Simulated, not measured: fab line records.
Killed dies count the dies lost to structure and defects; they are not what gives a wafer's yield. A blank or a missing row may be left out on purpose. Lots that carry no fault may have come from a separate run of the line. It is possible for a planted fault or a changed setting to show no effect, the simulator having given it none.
A lot that was struck, set against a sound lot ; flow sky130 ; 16 steps out of a route of 708
Sound: wafers L797.1, L797.5, L797.6. Wafers struck: L813.2, L813.3, L813.4. The cause is named last.
Order at every step that has rows: each side's tool, ch and its chambers, its first start. Under that, the readings that differ: sound wafers ; struck wafers ; difference of the means ; sigmas: that difference in standard deviations of wafers without a fault.
alike: same words and numbers on both sides, and readings whose means sit less than 2 such deviations apart. not compared: any withheld reading, any reading some wafer has no value for, any bound like >300 that may hide the same value, and any number with overlapping values for which the record gives no deviation.
The two part at a step that has a row with sigmas, a row that says differs or no value, or rows on one side only. When numbers do not overlap yet have no deviation, they are printed without sigmas and do not part them. A reading missing from all wafers of one side parts the sides only when that side holds two or more wafers.

SKY_LDD_HVP_TW_MEAS_10:
  struck on film-metro-04, day 27 15:44; sound on film-metro-01, day 22 04:37
  alike: LDD_HVP_TW
then, 7 steps without rows for these wafers: SKY_LDD_LDN_DEHYDRATE_00 (time 60 s); SKY_LDD_LDN_HMDS_01 (prime time 60 s); SKY_LDD_LDN_COAT_02 (resist thk 1140 nm); SKY_LDD_LDN_SOFTBAKE_03 (time 60 s); SKY_LDD_LDN_EXPOSE_04 (exposes mask LDNTM, target cd 700 nm); SKY_LDD_LDN_PEB_05; SKY_LDD_LDN_DEVELOP_06 (develop time 60 s).
SKY_LDD_LDN_OVL_MEAS_07:
  struck on overlay-02, day 28 19:23; sound on overlay-01, day 23 11:20
reading;sound;struck;difference;sigmas
LDD_LDN_OVL (nm);-1.3 -4.1 -2.2;1.7 -1.1 0.9;+3.0;+2
then, 3 steps without rows for these wafers: SKY_LDD_LDN_IMPLANT_08; SKY_LDD_LDN_IMPLANT_09; SKY_LDD_LDN_IMPLANT_10.
SKY_LDD_LDN_IMPLANT_11:
  sound on implanter-03 ch 0, day 23 11:49; struck on implanter-03 ch 0, day 28 19:54
reading;sound;struck;difference;sigmas
dose-ions-cm2;1.2515e+13 1.2511e+13 1.2494e+13;7.16e+12 7.161e+12 7.16e+12;-5.35e+12;-99 or more
faraday-current-uA;70.8 71.4 69.9;40.6 39.6 40.2;-30.6;-22
  alike: beam-on-s
SKY_LDD_LDN_STRIP_12: strips in O2/N2.
  sound on plasma-asher-02 ch 0,1, day 23 11:58; struck on plasma-asher-01 ch 0,1, day 28 20:01
  alike: drypump-motor-current-A, oes-product-au, strip-time-to-endpoint-s
  not compared: rf-hours-counter-h
SKY_LDD_LDN_TW_MEAS_13:
  struck on film-metro-02, day 28 20:22; sound on film-metro-02, day 23 12:04
reading;sound;struck;difference;sigmas
LDD_LDN_TW;1465 1471 1473;1420 1423 1418;-49;-4
  not compared: hold
-- a jump in the record: the struck wafers' starts before and after are 21 days apart (it breaks off in module LDD_LDN and resumes in module PAD_OPEN, where the first step shown is number 708 of the route) --
SKY_PAD_OPEN_PROBE_99:
  struck on prober-01, day 49 18:33; sound on prober-01, day 46 01:42
  alike: killed_at_M0_to_M3, killed_at_M4_up, killed-at-contacts, killed-at-front-end, killed-at-other, killed-dies, killed-open, killed-short
  not compared: model.etest.tip-sonos.rs-ohm-sq

WHERE THEY PART
At SKY_LDD_LDN_OVL_MEAS_07 first; at SKY_LDD_LDN_TW_MEAS_13 last (within this record only). Later steps at which nothing parts them and some readings are alike: SKY_PAD_OPEN_PROBE_99.

WHY: what had been put in by the simulator
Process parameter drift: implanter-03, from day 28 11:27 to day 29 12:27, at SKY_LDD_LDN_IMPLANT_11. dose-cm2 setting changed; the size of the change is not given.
